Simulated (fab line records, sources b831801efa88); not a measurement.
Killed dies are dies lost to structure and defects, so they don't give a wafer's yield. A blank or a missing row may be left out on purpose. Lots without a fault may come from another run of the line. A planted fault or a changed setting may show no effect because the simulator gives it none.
Split-lot experiment | flow sfq_line | 5 lots, 23 wafers read, on a route of 325 steps

THE SPLIT
At SFQ_TRILAYER_I6_VIA_BARC_OPEN_VIA_ETCH_235 (etches BARC in O2, target depth 125 nm, time 41.7 s), the setting time_s was moved away from the recipe's 41.7 s on 5 of the 23 wafers read, by -10.3% to +12.3%. The other wafers ran this setting at the recipe's value.

The file shows no step between the split and the reading.

THE READING
KrF_of_TRILAYER_I6_VIA_LITHO_COAT_169.thk_nm (the simulator's own value, which no gauge read), in nm, at SFQ_TRILAYER_I6_VIA_ETCH_VIA_ETCH_172 (etches SiO2 in CHF3, stops on Nb, target depth 260 nm). The file gives no usual value for it. The 18 wafers here that ran the recipe average 528.2 nm, standard deviation 1.4 nm.

wafer  | tool, chamber at the split | time_s as run, s | against the recipe | KrF_of_TRILAYER_I6_VIA_LITHO_COAT_169.thk_nm, nm | against lot-mates on the recipe
L074.1 | rie_diel-04, 3             | 41.7             | recipe             | 530.7                                            | -
L074.2 | rie_diel-04, 1             | 41.7             | recipe             | 527.7                                            | -
L074.3 | rie_diel-04, 0             | 41.7             | recipe             | 528.7                                            | -
L074.4 | rie_diel-04, 2             | 41.7             | recipe             | 528.4                                            | -
L074.5 | rie_diel-04, 2             | 41.7             | recipe             | 527.2                                            | -
L077.1 | rie_diel-03, 3             | 41.7             | recipe             | 529.2                                            | -
L077.4 | rie_diel-03, 0             | 41.7             | recipe             | 529.7                                            | -
L077.5 | rie_diel-03, 0             | 41.7             | recipe             | 529.6                                            | -
L082.1 | rie_diel-03, 0             | 41.7             | recipe             | 527                                              | -
L082.2 | rie_diel-03, 3,2           | 41.7             | recipe             | 529.2                                            | -
L082.3 | rie_diel-03, 1             | 41.7             | recipe             | 527.9                                            | -
L082.4 | rie_diel-03, 3,2           | 41.7             | recipe             | 528.6                                            | -
L082.5 | rie_diel-03, 1             | 41.7             | recipe             | 528.9                                            | -
L084.1 | rie_diel-04, 1             | 37.41            | -10.3%             | 532.6                                            | +6.7
L084.3 | rie_diel-04, 2             | 37.41            | -10.3%             | 529.9                                            | +4.0
L084.4 | rie_diel-04, 1             | 41.7             | recipe             | 527.6                                            | -
L084.5 | rie_diel-04, 2             | 41.7             | recipe             | 524.2                                            | -
L084.6 | rie_diel-04, 3             | 37.41            | -10.3%             | 534.1                                            | +8.2
L085.1 | rie_diel-03, 2             | 41.7             | recipe             | 527.9                                            | -
L085.2 | rie_diel-03, 3             | 46.83            | +12.3%             | 522.1                                            | -5.7
L085.3 | rie_diel-03, 1             | 46.83            | +12.3%             | 519.9                                            | -7.9
L085.4 | rie_diel-03, 0             | 41.7             | recipe             | 526.6                                            | -
L085.6 | rie_diel-03, 1             | 41.7             | recipe             | 528.8                                            | -
Where a row lists several chambers, the file gives one row for several wafers and doesn't say which wafer went through which chamber.

THE FIT
A straight line over all 23 wafers: KrF_of_TRILAYER_I6_VIA_LITHO_COAT_169.thk_nm changes by -0.487 nm for each +1% of time_s; r = -0.86; the points scatter about the line by 1.6 nm.
The same after taking each lot's own level away (the mean of its wafers on the recipe; 23 wafers): -0.581 nm for each +1%; r = -0.93; scatter 1.2 nm.
On that fit, the largest move of time_s shifts the reading by 7.1 nm.
The lots' own levels span 525.90 to 529.50 nm, that is 2.6 times the standard deviation above.
So the lot-to-lot level changes the slope: the two fits differ.
Check: with one of the wafers moved furthest among these (+12.3%) left out of the fit, the line predicts -7.68 nm for it against its lot-mates. It came out at -5.67 nm against them.

OTHER SPLITS ON THESE WAFERS
These wafers also went through other splits before the reading. Each is held against what the fit with the lots' levels taken away leaves over:
other split on the same wafers               | wafers away from the commonest value | r with KrF_of_TRILAYER_I6_VIA_LITHO_COAT_169.thk_nm (lot level and that fit taken away)
SFQ_TRILAYER_C5_LITHO_PEB_154 peb_temp_c     | 7                                    | -0.02
SFQ_TRILAYER_M6_LITHO_COAT_164 resist_thk_nm | 11                                   | +0.20
SFQ_TRILAYER_I6_DEP_PECVD_165 time_s         | 8                                    | +0.04

THE WHOLE CHAIN: every reading that the file lists as answering this split, in the file's order
step                                       | what it does                                          | reading                                                                                       | change (the file's fit)               | r (the file's)
SFQ_TRILAYER_I6_VIA_BARC_OPEN_VIA_ETCH_235 | etches BARC in O2, target depth 125 nm, time 41.7 s   | KrF_of_TRILAYER_I6_VIA_LITHO_COAT_169.thk_nm (the simulator's own value, which no gauge read) | -0.595 nm for each +1% of the setting | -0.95
SFQ_TRILAYER_I6_VIA_ETCH_VIA_ETCH_172      | etches SiO2 in CHF3, stops on Nb, target depth 260 nm | KrF_of_TRILAYER_I6_VIA_LITHO_COAT_169.thk_nm (the simulator's own value, which no gauge read) | -0.575 nm for each +1% of the setting | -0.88

THE FILE'S OWN FIT
KrF_of_TRILAYER_I6_VIA_LITHO_COAT_169.thk_nm changes by -0.575 nm for each +1% of time_s, r = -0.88.
